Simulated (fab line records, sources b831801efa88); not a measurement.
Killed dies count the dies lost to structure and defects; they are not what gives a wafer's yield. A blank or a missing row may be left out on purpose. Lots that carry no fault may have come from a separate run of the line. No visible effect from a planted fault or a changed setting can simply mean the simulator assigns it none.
Which tool did it?	flow sky130	39 wafers from 13 lots sampled at 5 of the route's 708 steps

WHAT THE GAUGES SHOWED, per wafer
SKY_VT_ADJUST_HVTR_OVL_MEAS_08.
lot	measured	on	VT_ADJUST_HVTR_OVL (nm)
L698	day 9 07:37	overlay-02	-0.1 -0.8 -0.5
L699	day 9 15:18	overlay-01	-0.3 -0.3 -1.0
L701	day 10 04:28	overlay-01	0.2 -0.5 1.4
L702	day 10 15:51	overlay-01	-0.9 -3.2 -1.4
L704	day 11 10:03	overlay-02	1.0 1.1 3.4
L705	day 11 20:40	overlay-01	0.3 0.0 -0.4
L706	day 12 01:46	overlay-02	0.1 0.4 0.5
L708	day 12 13:28	overlay-01	-0.7 0.1 0.8
L717	day 15 05:22	overlay-01	0.8 0.6 1.1
L718	day 15 18:21	overlay-02	0.2 0.6 2.4
L719	day 15 19:52	overlay-01	0.5 0.4 -0.3
L720	day 15 21:58	overlay-02	0.0 1.3 -0.8
L721	day 16 12:04	overlay-02	1.2 -1.4 0.6

SKY_SONOS_ONO_THK_MEAS_03.
lot	measured	on	SONOS_ONO_CVD_02_THK (nm)
L698	day 11 11:22	film metro-02	10.53 10.66 10.58
L699	day 11 22:34	film metro-03	10.56 10.67 10.66
L701	day 12 12:52	film metro-03	10.45 10.43 10.44
L702	day 12 19:15	film metro-01	10.50 10.37 10.53
L704	day 13 12:25	film metro-02	10.13 10.39 10.38
L705	day 14 01:59	film metro-02	10.47 10.48 10.52
L706	day 14 09:35	film metro-01	10.61 10.53 10.65
L708	day 14 21:32	film metro-03	9.79 9.57 9.57
L717	day 17 18:51	film metro-02	10.54 10.66 10.52
L718	day 18 07:44	film metro-02	10.68 10.67 10.56
L719	day 18 11:14	film metro-02	10.61 10.59 10.59
L720	day 18 16:41	film metro-03	10.76 10.50 10.76
L721	day 19 03:47	film metro-01	10.88 10.73 10.81

EACH LOT AND THE TOOL THAT RAN IT (in order: tool; ch and the chambers of the sampled wafers; start)
lot	SKY_NWELL_RTA_28	SKY_VT_ADJUST_HVTR_STRIP_10	SKY_SONOS_ONO_CVD_02
L698	rtp anneal-01 ch 0, day 5 05:28	plasma asher-01 ch 0,1, day 9 07:47	lpcvd-02 ch 0, day 11 10:17
L699	rtp anneal-02 ch 0, day 5 10:38	plasma asher-02 ch 0,1, day 9 15:29	lpcvd-02 ch 0, day 11 21:31
L701	rtp anneal-01 ch 0, day 5 22:31	plasma asher-03 ch 0,1, day 10 04:40	lpcvd-02 ch 0, day 12 11:48
L702	rtp anneal-01 ch 0, day 6 07:08	plasma asher-01 ch 0,1, day 10 16:02	lpcvd-02 ch 1, day 12 18:12
L704	rtp anneal-02 ch 0, day 6 23:29	plasma asher-01 ch 0,1, day 11 10:14	lpcvd-02 ch 1, day 13 11:22
L705	rtp anneal-02 ch 0, day 7 09:08	plasma asher-02 ch 0,1, day 11 20:50	lpcvd-02 ch 0, day 14 00:56
L706	rtp anneal-01 ch 0, day 7 12:04	plasma asher-02 ch 0,1, day 12 01:56	lpcvd-02 ch 1, day 14 08:32
L708	rtp anneal-01 ch 0, day 7 22:37	plasma asher-03 ch 0,1, day 12 13:40	lpcvd-02 ch 1, day 14 19:57
L717	rtp anneal-02 ch 0, day 10 03:51	plasma asher-02 ch 0,1, day 15 05:32	lpcvd-02 ch 1, day 17 17:47
L718	rtp anneal-01 ch 0, day 10 13:17	plasma asher-03 ch 0,1, day 15 18:32	lpcvd-02 ch 0, day 18 06:41
L719	rtp anneal-02 ch 0, day 10 14:48	plasma asher-02 ch 0, day 15 20:02	lpcvd-02 ch 1, day 18 10:10
L720	rtp anneal-01 ch 0, day 10 18:39	plasma asher-01 ch 0, day 15 22:08	lpcvd-02 ch 0, day 18 15:07
L721	rtp anneal-01 ch 0, day 11 06:08	plasma asher-03 ch 0,1, day 16 12:14	lpcvd-02 ch 1, day 19 02:43
- SKY_NWELL_RTA_28: time 30 s.
- SKY_VT_ADJUST_HVTR_STRIP_10: strips in O2/N2.
- SKY_SONOS_ONO_CVD_02: deposits Si3N4 from DCS/NH3, target thk 10.5 nm, time 180 s.

AS READ BY THE TOOLS THEMSELVES (means over the sampled wafers that have a number; for cases with no such wafer, the mark the record gives instead)
SKY_NWELL_RTA_28.
lot	tool	lamp power pct (%)	wafer_temp_C_max
L698	rtp anneal-01	25.30	1055.1
L699	rtp anneal-02	25.33	1054.4
L701	rtp anneal-01	25.30	1054.7
L702	rtp anneal-01	25.28	1054.9
L704	rtp anneal-02	25.34	1055.1
L705	rtp anneal-02	25.27	1055.1
L706	rtp anneal-01	25.31	1054.3
L708	rtp anneal-01	25.33	1054.5
L717	rtp anneal-02	25.28	1055.0
L718	rtp anneal-01	25.36	1054.7
L719	rtp anneal-02	25.29	1053.6
L720	rtp anneal-01	25.32	1054.0
L721	rtp anneal-01	25.26	1054.7

SKY_VT_ADJUST_HVTR_STRIP_10.
lot	tool	drypump motor current A (A)	oes product au (a.u.)	strip time to endpoint s (s)
L698	plasma asher-01	5.5	0.718	14.20
L699	plasma asher-02	5.4	0.716	14.18
L701	plasma asher-03	5.6	0.715	14.18
L702	plasma asher-01	5.5	0.716	14.20
L704	plasma asher-01	5.5	0.715	14.17
L705	plasma asher-02	5.4	0.717	14.18
L706	plasma asher-02	5.4	0.714	14.16
L708	plasma asher-03	5.7	0.718	14.15
L717	plasma asher-02	5.6	0.717	14.20
L718	plasma asher-03	5.6	0.712	14.13
L719	plasma asher-02	5.1	0.713	14.15
L720	plasma asher-01	5.3	0.721	14.18
L721	plasma asher-03	5.6	0.715	14.13

SKY_SONOS_ONO_CVD_02.
lot	tool	zone power upper pct (%)
L698	lpcvd-02	13.09
L699	lpcvd-02	13.17
L701	lpcvd-02	13.05
L702	lpcvd-02	13.44
L704	lpcvd-02	13.53
L705	lpcvd-02	13.00
L706	lpcvd-02	13.41
L708	lpcvd-02	13.46
L717	lpcvd-02	13.51
L718	lpcvd-02	13.04
L719	lpcvd-02	13.53
L720	lpcvd-02	12.84
L721	lpcvd-02	13.53

THE ANSWER, worked out from the rows above alone
Rule: the lots themselves supply what counts as usual. Put in order of their means at a reading, lots are off if they are a third of the lots or fewer, leave a main group of 4 or more, and stand apart from it by a gap of 3 or more times the standard deviation of the main group's means; of several such gaps the widest counts. Not used: any main group whose means are identical at the precision the tables above print for the reading. Also off: a lot with no number at a reading for which 4 or more lots have one. All remaining lots with rows at the step are treated as sound. The gauges are gone through in route order, then the tools' own readings, and for those a lot's mean is taken as printed above. The first step at which some lot is off is used, and at that step the reading that is off furthest; a lot without a number counts as furthest.
Off: L708, at SKY_SONOS_ONO_THK_MEAS_03 (SONOS_ONO_CVD_02_THK). The main group: mean 10.57 nm, standard deviation 0.12.
If a tool, at a process step before that reading, ran all the lots that are off and no sound lot after the first of them, it fits. Gauges at SKY_SONOS_ONO_THK_MEAS_03: tried the same way as those tools. Not one of the candidates tried fits.

WHAT THE SIMULATOR PUT IN
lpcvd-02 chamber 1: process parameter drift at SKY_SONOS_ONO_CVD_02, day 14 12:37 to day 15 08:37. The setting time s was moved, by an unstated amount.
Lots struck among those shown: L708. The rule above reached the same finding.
